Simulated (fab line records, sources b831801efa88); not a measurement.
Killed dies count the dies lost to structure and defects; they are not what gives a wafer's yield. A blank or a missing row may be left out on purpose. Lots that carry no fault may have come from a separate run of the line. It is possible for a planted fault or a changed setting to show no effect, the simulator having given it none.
A single fault, viewed from 2 desks | flow gf180mcu | what lay behind the numbers comes last; until then each desk has only its own

== THE TOOL OWNER'S DESK: pvd-sputter-04 ==
The tool's own readings at GF_TOP_METAL_SPUTTER_02 (material AlCu, target thk 900 nm, time 47.82 s): means of the sampled wafers that have a number, for each lot that ran on this tool. If a lot's mean is further than 4 standard deviations from the usual mean, the lot is out of limits and carries the mark OUT (the distance appears in the brackets).
Columns: A = cathode-dc-power-W at GF_TOP_METAL_SPUTTER_02, usual 10600 W; B = substrate-temp-c at GF_TOP_METAL_SPUTTER_02, usual 249.99 C; C = throttle-valve-pct at GF_TOP_METAL_SPUTTER_02, usual 30.8 %
lot  | first seen here | A               | B      | C
L667 | day 27 22:14    | 10599           | 249.88 | 30.3
L671 | day 29 04:57    | 10468 (-74) OUT | 249.98 | 31.0
L688 | day 33 19:04    | 10600           | 249.87 | 30.7
This desk finds L671 out of limits, L671 being first, at day 29 04:57 (cathode-dc-power-W at GF_TOP_METAL_SPUTTER_02). Within limits: L667, L688.

== FROM THE METROLOGY DESK ==
Lot by lot, what the gauges showed, no matter which tool ran the lot: averages of those sampled wafers that carry a number. If a lot's mean is further than 4 standard deviations from the usual mean, the lot is out of limits and carries the mark OUT (the distance appears in the brackets).
Columns: A = TOP_METAL_ALCU_RS at GF_TOP_METAL_RS_MEAS_05, usual 0.0325 ohm/sq; B = TOP_METAL_ALCU_THK at GF_TOP_METAL_THK_MEAS_06, usual 895 nm; C = cd-nm at GF_TOP_METAL_CD_MEAS_14, usual 440.3 nm
lot  | first seen here | A      | B   | C
L667 | day 27 22:19    | 0.0322 | 908 | 442.4
L670 | day 28 15:26    | 0.0328 | 890 | 440.8
L671 | day 29 05:02    | 0.0332 | 881 | 443.2
L675 | day 30 08:01    | 0.0324 | 895 | 442.3
L678 | day 31 13:28    | 0.0320 | 908 | 440.1
L680 | day 31 19:38    | 0.0316 | 921 | 439.9
L682 | day 32 04:46    | 0.0320 | 913 | 439.4
L685 | day 32 21:53    | 0.0328 | 891 | 441.7
L686 | day 33 07:00    | 0.0323 | 901 | 438.8
L688 | day 33 19:10    | 0.0327 | 890 | 439.1
This desk's finding: nothing out of limits on any of the 10 lots.

== BROUGHT TOGETHER ==
The tool owner's desk could have raised an alarm at day 29 04:57, on L671.
Nothing out of limits was seen by the metrology desk.
The metrology desk has L671 on record, within its limits.
On pvd-sputter-04, each named lot ran GF_TOP_METAL_SPUTTER_02.

== WHAT THE SIMULATOR HAD INSERTED ==
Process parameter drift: pvd-sputter-04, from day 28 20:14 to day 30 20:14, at GF_TOP_METAL_SPUTTER_02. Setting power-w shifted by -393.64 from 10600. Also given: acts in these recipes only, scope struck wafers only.
Struck lots among those shown: L671.
Time in hours from fault onset to the first out-of-limits reading at each desk: the tool owner's desk, 9.
